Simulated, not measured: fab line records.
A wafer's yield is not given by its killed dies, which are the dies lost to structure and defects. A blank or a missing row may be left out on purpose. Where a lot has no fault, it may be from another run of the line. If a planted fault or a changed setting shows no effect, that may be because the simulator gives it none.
The tool behind it: which one? :: flow sky130 :: 11 lots, 33 wafers sampled, at 5 steps of a route of 708

== WHAT EACH GAUGE READ, for each wafer ==
SKY_FIELD_ISO_THK_MEAS_25. Usual: for FIELD_ISO_CVD_24_THK the level is 594 nm and the standard deviation is 6.2.
lot: L417
measured: day 2 06:53
on: filmMetro-02
FIELD_ISO_CVD_24_THK (nm): 585 599 584
flag: 

lot: L423
measured: day 3 16:36
on: filmMetro-02
FIELD_ISO_CVD_24_THK (nm): 594 590 588
flag: 

lot: L424
measured: day 3 19:31
on: filmMetro-02
FIELD_ISO_CVD_24_THK (nm): 591 596 596
flag: 

lot: L425
measured: day 4 04:22
on: filmMetro-04
FIELD_ISO_CVD_24_THK (nm): 594 586 599
flag: 

lot: L426
measured: day 4 08:47
on: filmMetro-03
FIELD_ISO_CVD_24_THK (nm): 599 591 599
flag: 

lot: L429
measured: day 5 00:04
on: filmMetro-03
FIELD_ISO_CVD_24_THK (nm): 597 586 602
flag: 

lot: L430
measured: day 5 06:07
on: filmMetro-03
FIELD_ISO_CVD_24_THK (nm): 597 586 591
flag: 

lot: L431
measured: day 5 08:42
on: filmMetro-03
FIELD_ISO_CVD_24_THK (nm): 600 590 586
flag: 

lot: L433
measured: day 5 19:38
on: filmMetro-04
FIELD_ISO_CVD_24_THK (nm): 594 600 587
flag: 

lot: L438
measured: day 6 19:35
on: filmMetro-04
FIELD_ISO_CVD_24_THK (nm): 590 596 592
flag: 

lot: L440
measured: day 7 06:12
on: filmMetro-02
FIELD_ISO_CVD_24_THK (nm): 602 603 596
flag: 

SKY_VT_ADJUST_NCORE_TW_MEAS_11. Usual: for VT_ADJUST_NCORE_TW the level is 220.9 and the standard deviation is 1.5.
lot: L417
measured: day 8 13:27
on: filmMetro-03
VT_ADJUST_NCORE_TW: 222.1 221.9 220.7
flag: 

lot: L423
measured: day 10 12:02
on: filmMetro-04
VT_ADJUST_NCORE_TW: 220.5 220.4 221.0
flag: 

lot: L424
measured: day 10 23:46
on: filmMetro-04
VT_ADJUST_NCORE_TW: 220.3 221.4 221.2
flag: 

lot: L425
measured: day 11 09:28
on: filmMetro-02
VT_ADJUST_NCORE_TW: 218.4 219.0 220.0
flag: 

lot: L426
measured: day 11 20:01
on: filmMetro-02
VT_ADJUST_NCORE_TW: 219.1 218.2 219.1
flag: 

lot: L429
measured: day 12 17:04
on: filmMetro-04
VT_ADJUST_NCORE_TW: 227.5 226.4 227.2
flag: OFF

lot: L430
measured: day 12 13:26
on: filmMetro-03
VT_ADJUST_NCORE_TW: 223.0 222.3 221.3
flag: 

lot: L431
measured: day 12 22:02
on: filmMetro-04
VT_ADJUST_NCORE_TW: 225.7 226.8 226.1
flag: OFF

lot: L433
measured: day 13 08:58
on: filmMetro-03
VT_ADJUST_NCORE_TW: 227.4 230.1 229.8
flag: OFF

lot: L438
measured: day 14 16:56
on: filmMetro-02
VT_ADJUST_NCORE_TW: 220.1 219.0 218.9
flag: 

lot: L440
measured: day 15 18:34
on: filmMetro-03
VT_ADJUST_NCORE_TW: 223.5 222.7 222.3
flag: 

== WHICH TOOL RAN EACH LOT (tool, then ch and the chambers of the sampled wafers, then the start) ==
lot: L417
SKY_PWDE_STRIP_09: plasmaAsher-03 ch 0, day 3 20:29
SKY_VT_ADJUST_LVTN_STRIP_09: plasmaAsher-03 ch 0, day 6 20:18
SKY_VT_ADJUST_NCORE_IMPLANT_09: implanter-02 ch 0, day 8 13:13

lot: L423
SKY_PWDE_STRIP_09: plasmaAsher-04 ch 0,1, day 5 07:40
SKY_VT_ADJUST_LVTN_STRIP_09: plasmaAsher-03 ch 0,1, day 8 14:56
SKY_VT_ADJUST_NCORE_IMPLANT_09: implanter-01 ch 0, day 10 11:49

lot: L424
SKY_PWDE_STRIP_09: plasmaAsher-03 ch 0,1, day 5 16:20
SKY_VT_ADJUST_LVTN_STRIP_09: plasmaAsher-03 ch 0,1, day 9 01:11
SKY_VT_ADJUST_NCORE_IMPLANT_09: implanter-02 ch 0, day 10 23:32

lot: L425
SKY_PWDE_STRIP_09: plasmaAsher-01 ch 0,1, day 6 01:44
SKY_VT_ADJUST_LVTN_STRIP_09: plasmaAsher-03 ch 0,1, day 9 11:34
SKY_VT_ADJUST_NCORE_IMPLANT_09: implanter-02 ch 0, day 11 09:13

lot: L426
SKY_PWDE_STRIP_09: plasmaAsher-04 ch 0, day 6 08:25
SKY_VT_ADJUST_LVTN_STRIP_09: plasmaAsher-03 ch 0,1, day 9 21:51
SKY_VT_ADJUST_NCORE_IMPLANT_09: implanter-04 ch 0, day 11 19:46

lot: L429
SKY_PWDE_STRIP_09: plasmaAsher-01 ch 0,1, day 6 20:56
SKY_VT_ADJUST_LVTN_STRIP_09: plasmaAsher-01 ch 0,1, day 10 17:55
SKY_VT_ADJUST_NCORE_IMPLANT_09: implanter-02 ch 0, day 12 16:50

lot: L430
SKY_PWDE_STRIP_09: plasmaAsher-03 ch 0,1, day 7 01:11
SKY_VT_ADJUST_LVTN_STRIP_09: plasmaAsher-03 ch 0,1, day 10 13:56
SKY_VT_ADJUST_NCORE_IMPLANT_09: implanter-01 ch 0, day 12 13:11

lot: L431
SKY_PWDE_STRIP_09: plasmaAsher-04 ch 0,1, day 7 04:53
SKY_VT_ADJUST_LVTN_STRIP_09: plasmaAsher-03 ch 0,1, day 10 21:47
SKY_VT_ADJUST_NCORE_IMPLANT_09: implanter-02 ch 0, day 12 21:49

lot: L433
SKY_PWDE_STRIP_09: plasmaAsher-01 ch 0,1, day 7 15:51
SKY_VT_ADJUST_LVTN_STRIP_09: plasmaAsher-02 ch 0,1, day 11 07:57
SKY_VT_ADJUST_NCORE_IMPLANT_09: implanter-02 ch 0, day 13 08:43

lot: L438
SKY_PWDE_STRIP_09: plasmaAsher-03 ch 0,1, day 8 16:32
SKY_VT_ADJUST_LVTN_STRIP_09: plasmaAsher-01 ch 0,1, day 12 13:14
SKY_VT_ADJUST_NCORE_IMPLANT_09: implanter-01 ch 0, day 14 16:43

lot: L440
SKY_PWDE_STRIP_09: plasmaAsher-04 ch 0,1, day 9 13:14
SKY_VT_ADJUST_LVTN_STRIP_09: plasmaAsher-02 ch 0,1, day 13 12:49
SKY_VT_ADJUST_NCORE_IMPLANT_09: implanter-01 ch 0, day 15 18:19
- SKY_PWDE_STRIP_09: strips in O2/N2.
- SKY_VT_ADJUST_LVTN_STRIP_09: strips in O2/N2.
- SKY_VT_ADJUST_NCORE_IMPLANT_09

== AS READ BY THE TOOLS THEMSELVES (means over the sampled wafers that have a number; for cases with no such wafer, the mark the record gives instead) ==
SKY_PWDE_STRIP_09. Usual: drypumpMotorCurrentA 5.9 A, standard deviation 0.4; n2FlowSccm 300.0 sccm, standard deviation 0.82; oesProductAu 0.722 a.u., standard deviation 0.0051; stripTimeToEndpointS 36.91 s, standard deviation 0.089.
lot: L417
tool: plasmaAsher-03
drypumpMotorCurrentA (A): 5.4
n2FlowSccm (sccm): 299.5
oesProductAu (a.u.): 0.723
stripTimeToEndpointS (s): 36.87
flag: 

lot: L423
tool: plasmaAsher-04
drypumpMotorCurrentA (A): 6.1
n2FlowSccm (sccm): 299.1
oesProductAu (a.u.): 0.723
stripTimeToEndpointS (s): 36.90
flag: 

lot: L424
tool: plasmaAsher-03
drypumpMotorCurrentA (A): 5.9
n2FlowSccm (sccm): 300.8
oesProductAu (a.u.): 0.726
stripTimeToEndpointS (s): 36.86
flag: 

lot: L425
tool: plasmaAsher-01
drypumpMotorCurrentA (A): 5.8
n2FlowSccm (sccm): 300.2
oesProductAu (a.u.): 0.725
stripTimeToEndpointS (s): 37.01
flag: 

lot: L426
tool: plasmaAsher-04
drypumpMotorCurrentA (A): 6.1
n2FlowSccm (sccm): 300.1
oesProductAu (a.u.): 0.722
stripTimeToEndpointS (s): 36.91
flag: 

lot: L429
tool: plasmaAsher-01
drypumpMotorCurrentA (A): 5.8
n2FlowSccm (sccm): 300.6
oesProductAu (a.u.): 0.725
stripTimeToEndpointS (s): 36.88
flag: 

lot: L430
tool: plasmaAsher-03
drypumpMotorCurrentA (A): 5.6
n2FlowSccm (sccm): 300.1
oesProductAu (a.u.): 0.722
stripTimeToEndpointS (s): 36.96
flag: 

lot: L431
tool: plasmaAsher-04
drypumpMotorCurrentA (A): 6.1
n2FlowSccm (sccm): 300.4
oesProductAu (a.u.): 0.717
stripTimeToEndpointS (s): 36.93
flag: 

lot: L433
tool: plasmaAsher-01
drypumpMotorCurrentA (A): 5.8
n2FlowSccm (sccm): 300.8
oesProductAu (a.u.): 0.720
stripTimeToEndpointS (s): 36.85
flag: 

lot: L438
tool: plasmaAsher-03
drypumpMotorCurrentA (A): 5.9
n2FlowSccm (sccm): 300.7
oesProductAu (a.u.): 0.724
stripTimeToEndpointS (s): 36.92
flag: 

lot: L440
tool: plasmaAsher-04
drypumpMotorCurrentA (A): 6.1
n2FlowSccm (sccm): 298.9
oesProductAu (a.u.): 0.726
stripTimeToEndpointS (s): 36.98
flag: 

SKY_VT_ADJUST_LVTN_STRIP_09. Usual: drypumpMotorCurrentA 5.8 A, standard deviation 0.41; n2FlowSccm 300.1 sccm, standard deviation 0.93; oesProductAu 0.723 a.u., standard deviation 0.0047; stripTimeToEndpointS 36.90 s, standard deviation 0.095.
lot: L417
tool: plasmaAsher-03
drypumpMotorCurrentA (A): 5.4
n2FlowSccm (sccm): 300.2
oesProductAu (a.u.): 0.719
stripTimeToEndpointS (s): 36.91
flag: 

lot: L423
tool: plasmaAsher-03
drypumpMotorCurrentA (A): 5.7
n2FlowSccm (sccm): 300.4
oesProductAu (a.u.): 0.727
stripTimeToEndpointS (s): 36.88
flag: 

lot: L424
tool: plasmaAsher-03
drypumpMotorCurrentA (A): 5.9
n2FlowSccm (sccm): 300.2
oesProductAu (a.u.): 0.724
stripTimeToEndpointS (s): 36.90
flag: 

lot: L425
tool: plasmaAsher-03
drypumpMotorCurrentA (A): 5.6
n2FlowSccm (sccm): 299.8
oesProductAu (a.u.): 0.722
stripTimeToEndpointS (s): 36.98
flag: 

lot: L426
tool: plasmaAsher-03
drypumpMotorCurrentA (A): 5.9
n2FlowSccm (sccm): 299.6
oesProductAu (a.u.): 0.722
stripTimeToEndpointS (s): 36.93
flag: 

lot: L429
tool: plasmaAsher-01
drypumpMotorCurrentA (A): 5.5
n2FlowSccm (sccm): 299.5
oesProductAu (a.u.): 0.720
stripTimeToEndpointS (s): 36.84
flag: 

lot: L430
tool: plasmaAsher-03
drypumpMotorCurrentA (A): 5.7
n2FlowSccm (sccm): 300.5
oesProductAu (a.u.): 0.720
stripTimeToEndpointS (s): 36.87
flag: 

lot: L431
tool: plasmaAsher-03
drypumpMotorCurrentA (A): 5.6
n2FlowSccm (sccm): 300.0
oesProductAu (a.u.): 0.724
stripTimeToEndpointS (s): 36.97
flag: 

lot: L433
tool: plasmaAsher-02
drypumpMotorCurrentA (A): 5.8
n2FlowSccm (sccm): 301.1
oesProductAu (a.u.): 0.721
stripTimeToEndpointS (s): 36.86
flag: 

lot: L438
tool: plasmaAsher-01
drypumpMotorCurrentA (A): 5.8
n2FlowSccm (sccm): 300.7
oesProductAu (a.u.): 0.725
stripTimeToEndpointS (s): 36.99
flag: 

lot: L440
tool: plasmaAsher-02
drypumpMotorCurrentA (A): 5.8
n2FlowSccm (sccm): 299.3
oesProductAu (a.u.): 0.724
stripTimeToEndpointS (s): 37.06
flag: 

SKY_VT_ADJUST_NCORE_IMPLANT_09. Usual: beamEnergyKeV 9.9997, standard deviation 0.0027; beamOnS 10.01 s, standard deviation 0.18; doseIonsCm2 2.399e+12, standard deviation 3.1e+09; endStationPressureTorr 4.99e-06 Torr, standard deviation 2.5e-07; faradayCurrentUA 13.53, standard deviation 0.25.
lot: L417
tool: implanter-02
beamEnergyKeV: 9.9978
beamOnS (s): 10.14
doseIonsCm2: 2.400e+12
endStationPressureTorr (Torr): 4.96e-06
faradayCurrentUA: 13.36
flag: 

lot: L423
tool: implanter-01
beamEnergyKeV: 10.0003
beamOnS (s): 10.15
doseIonsCm2: 2.398e+12
endStationPressureTorr (Torr): 4.96e-06
faradayCurrentUA: 13.35
flag: 

lot: L424
tool: implanter-02
beamEnergyKeV: 10.0010
beamOnS (s): 10.22
doseIonsCm2: 2.402e+12
endStationPressureTorr (Torr): 5.01e-06
faradayCurrentUA: 13.23
flag: 

lot: L425
tool: implanter-02
beamEnergyKeV: 10.0020
beamOnS (s): 9.92
doseIonsCm2: 2.394e+12
endStationPressureTorr (Torr): 5.31e-06
faradayCurrentUA: 13.66
flag: 

lot: L426
tool: implanter-04
beamEnergyKeV: 9.9984
beamOnS (s): 9.88
doseIonsCm2: 2.397e+12
endStationPressureTorr (Torr): 4.90e-06
faradayCurrentUA: 13.67
flag: 

lot: L429
tool: implanter-02
beamEnergyKeV: 10.0010
beamOnS (s): 10.99
doseIonsCm2: 2.400e+12
endStationPressureTorr (Torr): 6.87e-05
faradayCurrentUA: 11.98
flag: OFF

lot: L430
tool: implanter-01
beamEnergyKeV: 9.9988
beamOnS (s): 9.88
doseIonsCm2: 2.396e+12
endStationPressureTorr (Torr): 5.04e-06
faradayCurrentUA: 13.70
flag: 

lot: L431
tool: implanter-02
beamEnergyKeV: 10.0000
beamOnS (s): 10.99
doseIonsCm2: 2.397e+12
endStationPressureTorr (Torr): 7.26e-05
faradayCurrentUA: 11.91
flag: OFF

lot: L433
tool: implanter-02
beamEnergyKeV: 9.9996
beamOnS (s): 11.07
doseIonsCm2: 2.403e+12
endStationPressureTorr (Torr): 6.77e-05
faradayCurrentUA: 11.89
flag: OFF

lot: L438
tool: implanter-01
beamEnergyKeV: 9.9987
beamOnS (s): 10.03
doseIonsCm2: 2.395e+12
endStationPressureTorr (Torr): 4.55e-06
faradayCurrentUA: 13.47
flag: 

lot: L440
tool: implanter-01
beamEnergyKeV: 10.0013
beamOnS (s): 10.04
doseIonsCm2: 2.400e+12
endStationPressureTorr (Torr): 4.89e-06
faradayCurrentUA: 13.49
flag: 

== THE ANSWER, worked out from the rows above alone ==
Rule: lot off if the mean of its wafers having a number is beyond 3 standard deviations from the usual mean. A lot without any number at a reading at which 4 lots or more have one is off too. All remaining lots with rows at the step are treated as sound. Order of review: gauges by route order, followed by the tools' own readings, for which a lot's mean as printed above is used. The first step at which some lot is off is used, and at that step the reading that is off furthest; a lot without a number counts as furthest.
Off: at SKY_VT_ADJUST_NCORE_TW_MEAS_11 (VT_ADJUST_NCORE_TW), L429, L431, L433.
If a tool, at a process step before that reading, ran all the lots that are off and no sound lot after the first of them, it fits. The gauges at SKY_VT_ADJUST_NCORE_TW_MEAS_11 aren't tried: what is off there is off at SKY_VT_ADJUST_NCORE_IMPLANT_09 too, on other tools, and a gauge's error can't cause that. One fits: implanter-02 at SKY_VT_ADJUST_NCORE_IMPLANT_09. A fault onset in the window from L425 (day 11 09:13, its last sound lot) to L429 (day 12 16:50, its first lot off) fits.
The tool's own readings at SKY_VT_ADJUST_NCORE_IMPLANT_09 bear it out: on the lots that are off they differ by more than 5 times the standard deviation of the sound lots' means. beamOnS reads 11.02 s there against 10.03 s on the sound lots; endStationPressureTorr reads 6.97e-05 Torr there against 4.95e-06 Torr on the sound lots; faradayCurrentUA reads 11.93 there against 13.49 on the sound lots.

== WHAT THE SIMULATOR HAD INSERTED ==
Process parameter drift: implanter-02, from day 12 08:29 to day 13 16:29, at SKY_VT_ADJUST_NCORE_IMPLANT_09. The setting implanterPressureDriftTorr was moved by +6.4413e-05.
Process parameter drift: implanter-02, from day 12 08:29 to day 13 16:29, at SKY_VT_ADJUST_NCORE_IMPLANT_09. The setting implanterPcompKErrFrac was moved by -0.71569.
Lots struck among those shown: L429, L431, L433. The rule above found the same.
